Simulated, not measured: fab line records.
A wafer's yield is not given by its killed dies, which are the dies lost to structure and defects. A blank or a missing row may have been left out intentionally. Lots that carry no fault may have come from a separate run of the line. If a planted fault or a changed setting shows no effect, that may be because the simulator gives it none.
Which tool was responsible? | flow gf180mcu | 13 lots with 39 wafers sampled at 5 steps, on a route of 602 steps

== WHAT THE GAUGES SHOWED, per wafer ==
GF_LVPWELL_TW_MEAS_11. Usual: LVPWELL_TW gives 562 (standard deviation 4.2).
lot  | measured    | on           | LVPWELL_TW  | flag
L769 | day 4 01:41 | filmMetro-03 | 563 560 567 | 
L770 | day 4 13:19 | filmMetro-03 | 560 564 561 | 
L772 | day 4 21:15 | filmMetro-01 | 562 563 565 | 
L773 | day 5 07:59 | filmMetro-03 | 564 562 565 | 
L774 | day 5 07:59 | filmMetro-02 | 556 554 554 | 
L779 | day 6 11:23 | filmMetro-01 | 565 568 564 | 
L780 | day 6 16:14 | filmMetro-01 | 563 568 565 | 
L782 | day 7 04:23 | filmMetro-01 | 566 567 565 | 
L783 | day 7 10:09 | filmMetro-01 | 566 570 565 | 
L784 | day 7 13:26 | filmMetro-03 | 562 562 556 | 
L787 | day 8 07:33 | filmMetro-01 | 561 564 563 | 
L789 | day 8 18:53 | filmMetro-03 | 562 560 561 | 
L790 | day 9 03:17 | filmMetro-02 | 554 551 551 | 

GF_MVPSD_TW_MEAS_11. Usual: MVPSD_TW gives 553 (standard deviation 4.3).
lot  | measured     | on           | MVPSD_TW    | flag
L769 | day 5 06:15  | filmMetro-01 | 554 557 555 | 
L770 | day 5 18:51  | filmMetro-02 | 546 549 549 | 
L772 | day 6 02:18  | filmMetro-03 | 553 554 549 | 
L773 | day 6 13:32  | filmMetro-01 | 557 560 559 | 
L774 | day 6 13:53  | filmMetro-03 | 552 552 552 | 
L779 | day 7 19:15  | filmMetro-02 | 551 551 553 | 
L780 | day 7 23:29  | filmMetro-03 | 553 552 557 | 
L782 | day 8 12:32  | filmMetro-02 | 547 550 547 | 
L783 | day 8 19:15  | filmMetro-03 | 554 558 556 | 
L784 | day 8 22:14  | filmMetro-01 | 554 558 555 | 
L787 | day 9 17:21  | filmMetro-03 | 561 556 559 | 
L789 | day 10 06:17 | filmMetro-02 | 549 556 552 | 
L790 | day 10 15:11 | filmMetro-03 | 553 551 550 | 

GF_VT_IMPLANT_TW_MEAS_21. Usual: VT_IMPLANT_2_TW gives 1217 (standard deviation 7.2).
lot  | measured     | on           | VT_IMPLANT_2_TW | flag
L769 | day 6 11:32  | filmMetro-04 | 1231 1230 1233  | 
L770 | day 7 00:48  | filmMetro-03 | 1219 1223 1214  | 
L772 | day 7 09:18  | filmMetro-03 | 1219 1216 1217  | 
L773 | day 7 20:59  | filmMetro-04 | 1220 1221 1221  | 
L774 | day 7 21:17  | filmMetro-04 | 1223 1220 1224  | 
L779 | day 9 03:48  | filmMetro-04 | 1222 1215 1218  | 
L780 | day 9 08:58  | filmMetro-03 | 1225 1223 1231  | 
L782 | day 9 22:19  | filmMetro-04 | 1224 1218 1221  | 
L783 | day 10 06:23 | filmMetro-04 | 1213 1213 1217  | 
L784 | day 10 08:52 | filmMetro-04 | 1217 1212 1210  | 
L787 | day 11 05:23 | filmMetro-02 | 1218 1212 1211  | 
L789 | day 11 19:29 | filmMetro-02 | 1222 1218 1210  | 
L790 | day 12 03:25 | filmMetro-04 | 1209 1224 1221  | 

== TOOL THAT RAN EACH LOT (tool first, then ch and the chambers of the sampled wafers, then the start) ==
lot  | GF_DNWELL_COAT_02               | GF_DNWELL_STRIP_08
L769 | lithoTrack-04 ch 0, day 2 17:08 | plasmaAsher-04 ch 0,1, day 2 23:43
L770 | lithoTrack-04 ch 0, day 3 02:25 | plasmaAsher-04 ch 0,1, day 3 09:04
L772 | lithoTrack-04 ch 0, day 3 09:11 | plasmaAsher-04 ch 0,1, day 3 16:38
L773 | lithoTrack-01 ch 0, day 3 13:56 | plasmaAsher-02 ch 0,1, day 3 20:19
L774 | lithoTrack-03 ch 0, day 3 22:09 | plasmaAsher-02 ch 0,1, day 4 05:28
L779 | lithoTrack-04 ch 0, day 4 20:59 | plasmaAsher-02 ch 0,1, day 5 04:26
L780 | lithoTrack-04 ch 0, day 5 02:55 | plasmaAsher-01 ch 0,1, day 5 09:36
L782 | lithoTrack-04 ch 0, day 5 14:21 | plasmaAsher-02 ch 0,1, day 5 21:39
L783 | lithoTrack-03 ch 0, day 5 19:23 | plasmaAsher-02 ch 0,1, day 6 03:12
L784 | lithoTrack-04 ch 0, day 5 22:30 | plasmaAsher-02 ch 0,1, day 6 06:30
L787 | lithoTrack-03 ch 0, day 6 15:23 | plasmaAsher-02 ch 0,1, day 6 23:44
L789 | lithoTrack-01 ch 0, day 7 01:59 | plasmaAsher-02 ch 0,1, day 7 09:53
L790 | lithoTrack-03 ch 0, day 7 09:18 | plasmaAsher-02 ch 0,1, day 7 17:57
- GF_DNWELL_COAT_02: resist thk 3000 nm.
- GF_DNWELL_STRIP_08: strips in O2/N2.

== AS READ BY THE TOOLS THEMSELVES (means over the sampled wafers that have a number; for cases with no such wafer, the mark the record gives instead) ==
GF_DNWELL_COAT_02. Usual: spinSpeedRpm reads 1999.8 rpm (standard deviation 1.5).
lot  | tool          | spinSpeedRpm (rpm) | flag
L769 | lithoTrack-04 | 1999.5             | 
L770 | lithoTrack-04 | 2000.0             | 
L772 | lithoTrack-04 | 1998.9             | 
L773 | lithoTrack-01 | 1999.0             | 
L774 | lithoTrack-03 | 1999.8             | 
L779 | lithoTrack-04 | 1998.9             | 
L780 | lithoTrack-04 | 1999.3             | 
L782 | lithoTrack-04 | 2000.2             | 
L783 | lithoTrack-03 | 1997.4             | 
L784 | lithoTrack-04 | 2000.0             | 
L787 | lithoTrack-03 | 2001.7             | 
L789 | lithoTrack-01 | 1999.7             | 
L790 | lithoTrack-03 | 2000.4             | 

GF_DNWELL_STRIP_08. Usual: drypumpMotorCurrentA 5.6 A, standard deviation 0.63; heaterPowerW 332 W, standard deviation 29; oesProductAu 0.722 a.u., standard deviation 0.0042; platenTempC 250.00 C, standard deviation 0.2; stripTimeToEndpointS 36.91 s, standard deviation 0.11.
lot  | tool           | drypumpMotorCurrentA (A) | heaterPowerW (W) | oesProductAu (a.u.) | platenTempC (C) | stripTimeToEndpointS (s) | flag
L769 | plasmaAsher-04 | 5.9                      | 359              | 0.719               | 250.17          | 36.77                    | 
L770 | plasmaAsher-04 | 5.9                      | 359              | 0.722               | 249.95          | 36.97                    | 
L772 | plasmaAsher-04 | 5.4                      | 373              | 0.724               | 249.98          | 36.84                    | 
L773 | plasmaAsher-02 | 5.4                      | 316              | 0.725               | 249.96          | 36.91                    | 
L774 | plasmaAsher-02 | 5.8                      | 315              | 0.721               | 249.90          | 36.99                    | 
L779 | plasmaAsher-02 | 5.4                      | 314              | 0.728               | 250.00          | 36.93                    | 
L780 | plasmaAsher-01 | 5.4                      | 339              | 0.723               | 250.21          | 37.56                    | OFF
L782 | plasmaAsher-02 | 5.4                      | 312              | 0.726               | 250.11          | 37.63                    | OFF
L783 | plasmaAsher-02 | 5.4                      | 310              | 0.722               | 250.01          | 36.95                    | 
L784 | plasmaAsher-02 | 5.8                      | 313              | 0.720               | 250.26          | 37.49                    | OFF
L787 | plasmaAsher-02 | 5.8                      | 313              | 0.721               | 249.69          | 36.92                    | 
L789 | plasmaAsher-02 | 5.4                      | 315              | 0.724               | 249.93          | 36.76                    | 
L790 | plasmaAsher-02 | 5.4                      | 310              | 0.722               | 249.97          | 36.97                    | 

== THE ANSWER, worked out from the rows above alone ==
Rule: take the mean of a lot's wafers that have a number; if it is more than 3 standard deviations from the usual mean, the lot is off. A lot without any number at a reading at which 4 lots or more have one is off too. Any other lot the step has rows for is counted as sound. The gauges are gone through in route order, then the tools' own readings, and for those a lot's mean is taken as printed above. At the first step where some lot is off, the reading lying furthest off is the one used; lots without a number count as furthest.
Off at GF_DNWELL_STRIP_08 (stripTimeToEndpointS): L780, L782, L784.
A tool fits if, at that step or a process step before it, it ran every lot that is off, and no sound lot after the first of them. One candidate fits, namely lithoTrack-04 at GF_DNWELL_COAT_02. Its last sound lot is L779 (day 4 20:59), its first lot that is off L780 (day 5 02:55): a fault that began between those two fits.

== WHAT WAS PUT IN BY THE SIMULATOR ==
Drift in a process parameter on lithoTrack-04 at GF_DNWELL_COAT_02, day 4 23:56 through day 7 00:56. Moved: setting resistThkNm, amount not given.
Struck lots among those shown: L780, L782, L784. This agrees with what the rule above found.
